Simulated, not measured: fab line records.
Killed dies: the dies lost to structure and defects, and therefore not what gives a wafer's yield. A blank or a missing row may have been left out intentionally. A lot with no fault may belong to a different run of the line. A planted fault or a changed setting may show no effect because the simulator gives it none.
fab line records ; flow sky130
record lots=4; wafers=12; lastDay=50
route steps=708 shown CONTACT@423 METAL1@434 VIA1@458 PAD_OPEN@708
lots with no fault: from the same line, run without faults
startH: hours from the record's first day to the start of the lot's first wafer shown ; waitH: hours from the lot's prior step to this one ; " repeats the value in the row above ; L1.1+2: a single row standing in for several wafers ; - either no value or no given start ; * or withheld: withheld ; < > ~ a bound
route shown NAME@n: names a module that has steps shown in the file, with the first one's number in the route ; usual: mean/standard deviation taken from wafers without a fault ; same: alike in all rows ; chamber/n: place in a boat ; sites: each site's reading ; _std_site: their standard deviation ; _edge_site: mean of outer sites minus mean of inner sites ; radiusMm: for every site, how far away it sits from the centre of the wafer ; mask NAME#n: copy n ; behind: the most recent tool/chamber to have shaped the wafer ; hold: reason for holding the lot/hours on hold/outcome of the hold ; device: whichever transistor did not switch (one of n, p or np) ; end of line: the tests these same wafers got at the end of their route ; step lacking rows: just its recipe ; killed: not the wafer's yield, but the dies lost to structure and defects at the first sort ; map: dies across one wafer; x = killed, . = not, _ = none there
set.NAME: the setting that was run; set.NAME@STEP: the one run at that earlier step ; model.NAME: the simulator's own value behind a step, which no gauge read
lots seen at some steps along the route; tables by step, rows by wafer
## steps
# step SKY_CONTACT_ETCH_17
# recipe target=SiO2; chemistry=C4F8/O2/Ar; stopOn=Si3N4; maskMaterial=KrF-thick; sourceW=1500; biasW=1200; pressureMtorr=40; c4f8FlowSccm=withheld; O2_flow_sccm=6; Ar_flow_sccm=300; timeS=withheld; targetDepthA=3400
# step SKY_CONTACT_ETCH_18
# recipe target=Si3N4; chemistry=CHF3/O2; stopOn=TiN; sourceW=600; biasW=200; pressureMtorr=40; chf3FlowSccm=50; O2_flow_sccm=5; timeS=39; targetDepthA=750
# step SKY_CONTACT_STRIP_19
# recipe chemistry=O2/N2; powerW=1400; pressureMtorr=1500; platenTempC=withheld; o2FlowSccm=3000; n2FlowSccm=300; overashFraction=0.5
# step SKY_CONTACT_STRIP_20
# recipe chemistry=postEtchResidueRemover; timeS=1200; tempC=72.5
# step SKY_CONTACT_CLEAN_21
# recipe chemistry=IPA; timeS=180; tempC=25
# step SKY_CONTACT_CLEAN_22
# recipe chemistry=O3/DIW; dry=n2Spin
# step SKY_CONTACT_SPUTTER_23
# recipe material=TiN; targetThkNm=20; chamberPressurePa=5; powerW=4000; timeS=80
# step SKY_CONTACT_CVD_24
# recipe material=W; targetThkNm=340; timeS=102.12; tempC=400; pressureTorr=40
# step SKY_CONTACT_CMP_27
# recipe stopOn=SiO2; tOverpolishS=15; downForcePsi=3.5; platenRpm=60; targetThkNm=0; padVelocityMS=0.94248
# step SKY_METAL1_SPUTTER_00
# recipe material=Ti; targetThkNm=15; powerW=3000; timeS=10; chamberPressurePa=0.4
# step SKY_METAL1_SPUTTER_01
# recipe material=TiN; targetThkNm=20; powerW=6500; timeS=16.7; chamberPressurePa=0.4
# usual chamberPressurePa=0.3999/0.00091; throttleValvePct=30.1/1.3
lot.wafer;tool;chamber;startH;waitH;chamberPressurePa;throttleValvePct
L294.2;pvdSputter-01;-;777.35;0.0;0.4000;30.5
L294.3;pvdSputter-01;-;777.35;0.0;0.4022;30.0
L294.6;pvdSputter-01;-;777.35;0.0;0.3995;29.7
L301.3;pvdSputter-02;-;831.95;0.0;0.3991;31.5
L301.4;pvdSputter-02;-;831.95;0.0;0.4000;31.4
L301.5;pvdSputter-02;-;831.95;0.0;0.3992;31.4
L309.1;pvdSputter-01;-;885.09;0.0;0.3993;31.0
L309.4;pvdSputter-01;-;885.09;0.0;0.3994;29.3
L309.6;pvdSputter-01;-;885.09;0.0;0.4014;30.9
L310.1;pvdSputter-01;-;889.30;0.0;0.3999;31.0
L310.2;pvdSputter-01;-;889.30;0.0;0.4006;30.7
L310.5;pvdSputter-01;-;889.30;0.0;0.3996;30.9
# step SKY_METAL1_SPUTTER_02
# recipe material=AlCu; targetThkNm=250; powerW=10600; timeS=13.3; chamberPressurePa=0.4
# step SKY_METAL1_SPUTTER_03
# recipe material=Ti; targetThkNm=5; powerW=3000; timeS=3.3; chamberPressurePa=0.4
# step SKY_METAL1_SPUTTER_04
# recipe material=TiN; targetThkNm=70; powerW=6500; timeS=58.3; chamberPressurePa=0.4
# step SKY_METAL1_DEHYDRATE_07
# recipe tempC=200; timeS=60
# step SKY_METAL1_HMDS_08
# recipe primeTimeS=60; primeTempC=120
# step SKY_METAL1_COAT_09
# recipe resist=BARC; tempC=withheld; timeS=withheld; spinRpm=3000; resistThkNm=60
# step SKY_METAL1_COAT_10
# recipe resist=KrF-thick; spinRpm=3000; resistThkNm=450
# step SKY_METAL1_SOFTBAKE_11
# recipe tempC=100; timeS=90; resist=KrF-thick
# step SKY_METAL1_EXPOSE_12
# recipe maskId=MM1; na=0.8; sourceShape=annular; sigmaInner=0.55; sigmaOuter=0.85; targetCdNm=140; doseMj=28
# step SKY_METAL1_PEB_13
# recipe pebTempC=withheld; pebTimeS=withheld; resist=KrF-thick
# step SKY_METAL1_DEVELOP_14
# recipe developTimeS=60; resist=KrF-thick; devTempC=21
# step SKY_METAL1_DESCUM_17
# recipe chemistry=O2; sourcePowerW=150; biasPowerW=0; pressureMtorr=10; tempC=40; timeS=8
# step SKY_METAL1_ETCH_18
# recipe chemistry=N2/H2; target=BARC; ionEnergyEv=200; biasW=100; pressureMtorr=30; n2FlowSccm=100; h2FlowSccm=200; icpW=500; stopOn=SiO2; timeS=45.9; targetDepthA=600
# step SKY_METAL1_METAL_ETCH_19
# recipe targetDepthA=3600; stopOn=SiO2; overEtchFrac=0.3; timeS=78; chemistry=Cl2/BCl3; resistSidewallDeg=88; pressureMtorr=10; icpW=900; biasW=48.5; Cl2_flow_sccm=60; bcl3FlowSccm=30
# step SKY_METAL1_STRIP_20
# recipe chemistry=O2/N2; powerW=1400; pressureMtorr=1500; platenTempC=withheld; o2FlowSccm=3000; n2FlowSccm=300; overashFraction=0.5
# step SKY_METAL1_STRIP_21
# recipe chemistry=postEtchResidueRemover; timeS=1200; tempC=72.5
# step SKY_METAL1_CLEAN_22
# recipe chemistry=IPA; timeS=180; tempC=25
# step SKY_METAL1_CLEAN_23
# recipe chemistry=O3/DIW; dry=n2Spin
# step SKY_VIA1_HDPCVD_00
# recipe material=SiO2; targetThkNm=1030; sigmaOpenFrac=0.3; timeS=171.7; tempC=400; sih4FlowSccm=60; pressureMtorr=6
# step SKY_VIA1_CMP_02
# recipe material=SiO2; downForcePsi=4; platenRpm=60; padVelocityMS=0.94248
# step SKY_VIA1_DEHYDRATE_04
# recipe tempC=200; timeS=60
# step SKY_VIA1_HMDS_05
# recipe primeTimeS=60; primeTempC=120
# step SKY_VIA1_COAT_06
# recipe resist=BARC; tempC=withheld; timeS=withheld; spinRpm=3000; resistThkNm=60
# step SKY_PAD_OPEN_PROBE_99
# usual defectLimitedYield=82.3/2; killed_at_M0_to_M3=45/7.5; killed_at_M4_up=3.2/1.8; killedAtContacts=24/4.9; killedAtFrontEnd=15/4.4; killedAtOther=0.3/0.54; killedDies=87/9.8; killedOpen=47/6.4; killedShort=40/6.5; sort_bin_3_pad_short=0.9/0.44; sort_bin_5_function=10.5/1.5; sort_bin_6_memory=6.3/1.2; sortNPass=405/9.8; sortYieldPct=82.3/2
# same grossDies=492; killedAtBackSide=0; sort_bin_4_leakage[%]=0; sort_bin_8_speed[%]=0
lot.wafer;tool;chamber;startH;waitH;defectLimitedYield[%];killed_at_M0_to_M3;killed_at_M4_up;killedAtContacts;killedAtFrontEnd;killedAtOther;killedDies;killedOpen;killedShort;sort_bin_3_pad_short[%];sort_bin_5_function[%];sort_bin_6_memory[%];sortNPass;sortYieldPct[%];model.etest.tester.sortNPass;model.etest.tester.sortYieldPct;model.etest.tester.sort_bin_5_pct;model.etest.tester.sort_bin_3_pct
L301.3;prober-02;-;1149.11;0.2;85.4;31;2;25;14;0;72;37;35;0.6;8.9;5.1;420;85.4;420;85.37;8.943;0.6098
L301.4;prober-02;-;1149.16;0.2;82.5;53;3;17;13;0;86;49;37;0.8;10.6;6.1;406;82.5;406;82.52;10.57;0.813
L301.5;prober-02;-;1149.21;0.2;78.7;56;1;36;12;0;105;51;53;1.2;12.8;7.3;387;78.7;387;78.66;12.8;1.22
L309.1;prober-02;-;1187.20;0.1;74.0;90;1;24;13;0;128;42;42;2.6;17.9;5.5;364;74.0;364;73.98;17.89;2.642
L309.4;prober-02;-;1187.35;0.2;79.5;64;6;20;11;0;101;43;38;0.6;12.4;7.5;391;79.5;391;79.47;12.4;0.6098
L309.6;prober-02;-;1187.45;0.2;77.0;74;1;28;10;0;113;38;25;2.6;14.8;5.5;379;77.0;379;77.03;14.84;2.642
L310.1;prober-01;-;1189.19;0.1;77.6;74;0;21;15;0;110;46;32;2.4;12.8;7.1;382;77.6;382;77.64;12.8;2.439
L310.2;prober-01;-;1189.24;0.1;76.6;82;2;21;10;0;115;32;34;2.8;13.2;7.3;377;76.6;377;76.63;13.21;2.846
L310.5;prober-01;-;1189.39;0.2;76.6;71;4;28;12;0;115;40;31;2.6;14.4;6.3;377;76.6;377;76.63;14.43;2.642
# killed by level:class
L301.3 CONTACT:geometricParticle:open=7 FIELD_ISO:geometricParticle:short=6 LI_CONTACT:geometricParticle:open=6 CONTACT:geometricParticle:short=5 VIA3:geometricParticle:open=5 LOCAL_INTERCONNECT:geometricParticle:short=4 VIA1:geometricParticle:short=4 VIA2:geometricParticle:open=4
L301.4 VIA1:geometricParticle:open=12 VIA3:geometricParticle:open=10 METAL1:geometricParticle:short=7 FIELD_ISO:geometricParticle:open=5 METAL2:geometricParticle:short=5 CONTACT:geometricParticle:short=4 CONTACT:geometricParticle:open=4 VIA1:geometricParticle:short=4
L301.5 LI_CONTACT:geometricParticle:open=13 VIA1:geometricParticle:open=12 LOCAL_INTERCONNECT:geometricParticle:short=8 VIA2:geometricParticle:open=8 METAL1:geometricParticle:short=8 CONTACT:geometricParticle:open=7 LI_CONTACT:geometricParticle:short=7 VIA1:geometricParticle:short=7
L309.1 METAL1:unspecified=43 VIA1:geometricParticle:open=11 CONTACT:geometricParticle:short=6 VIA3:geometricParticle:open=6 METAL2:geometricParticle:short=6 METAL1:geometricParticle:short=5 POLY_GATE:geometricParticle:short=5 CONTACT:geometricParticle:open=5
L309.4 METAL1:unspecified=20 VIA3:geometricParticle:open=10 VIA1:geometricParticle:open=8 METAL1:geometricParticle:short=8 CONTACT:geometricParticle:open=7 VIA2:geometricParticle:open=6 METAL4:geometricParticle:short=6 LI_CONTACT:geometricParticle:short=5
L309.6 METAL1:unspecified=50 CONTACT:geometricParticle:open=9 LI_CONTACT:geometricParticle:open=7 CONTACT:geometricParticle:short=5 VIA3:geometricParticle:open=5 POLY_GATE:geometricParticle:open=4 LI_CONTACT:geometricParticle:short=4 METAL2:geometricParticle:short=4
L310.1 METAL1:unspecified=32 CONTACT:geometricParticle:open=9 VIA3:geometricParticle:open=9 VIA1:geometricParticle:open=8 VIA2:geometricParticle:short=7 CONTACT:geometricParticle:short=5 VIA1:geometricParticle:short=5 FIELD_ISO:geometricParticle:open=4
L310.2 METAL1:unspecified=48 CONTACT:geometricParticle:open=10 METAL2:geometricParticle:short=8 VIA1:geometricParticle:open=7 VIA2:geometricParticle:short=6 CONTACT:geometricParticle:short=5 LI_CONTACT:geometricParticle:open=4 VIA3:geometricParticle:short=4
L310.5 METAL1:unspecified=44 LI_CONTACT:geometricParticle:open=9 CONTACT:geometricParticle:open=7 VIA1:geometricParticle:short=6 CONTACT:geometricParticle:short=6 VIA2:geometricParticle:open=5 FIELD_ISO:geometricParticle:short=4 VIA1:geometricParticle:open=4
# map L309.1 (x killed, . not)
__________.........._________
________..x..x..x....._______
______......x...x......._____
_____.x.........x........____
____....x.......x....x....___
___..xx.................x..__
__.x..x......xxx.......x...x_
_...x.x..x.....xx...xx......x
_x.x...x.......x....xxxxxxx..
_...............xxxxxxxxx..x.
_.....x.x.x.x....xxxxxxxxxxxx
_.x..x.......x.xxxxxxxxxx...x
_....x..........x..xxxxxx....
_.x..........x...xxxxxx......
_...x..xx.......x.....xx.....
__.......x..x..x..x.x.x....._
___.x.......xxx..x........x__
____...x......x.....xx....___
_____......x............x____
______x...x....xxx......_____
________.....x......x._______
__________x...x....._________
# map L310.2 (x killed, . not)
__________.x.x...x.x_________
________.x.....xx....._______
______x................._____
_____............x.x..x..____
____......x......x...x....___
___.x....x.x....x.x..x.....__
__.............x...x.....x.._
_...................x.x....x.
_...x....x.....xx.xxxxxxx....
_..........x......xxxxxxxxx.x
_x.xx.x...........xxxxxxxx...
_.........x.....x.xxxxxxxx...
_.....x..........xxxxxxx.x...
_.............x..x.xxxxxx....
_.....x.xxx.........x.x......
__.................xxxx....._
___xx....xx..x..........x..__
____x..x....x.............___
_____.....x.....x.....x..____
______.x...............x_____
________......xx.....x_______
__________.......x.._________
## key
firstSign step=SKY_PAD_OPEN_PROBE_99; reading=killed_at_M0_to_M3; direction=up; sigmas=4.2; usual=45; struck=76
effect step=SKY_PAD_OPEN_PROBE_99; reading=sort_bin_3_pad_short; direction=up; sigmas=3.2; usual=0.9; struck=2.3; wafersMoved=5
modelEffect step=SKY_PAD_OPEN_PROBE_99; value=etest.tester.sortNPass; without=414; struck=378.3
metAt SKY_METAL1_SPUTTER_01
struckWafers L309.1,L309.4,L309.6,L310.1,L310.2,L310.5
onsetBetween 777.35 885.09
alsoFits time
fault kind=chamberParticleSource; tool=pvdSputter-01; chamber=-; onsetH=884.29; steps=SKY_METAL1_SPUTTER_01; ratePerVisitCm2=0.62405; endH=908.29
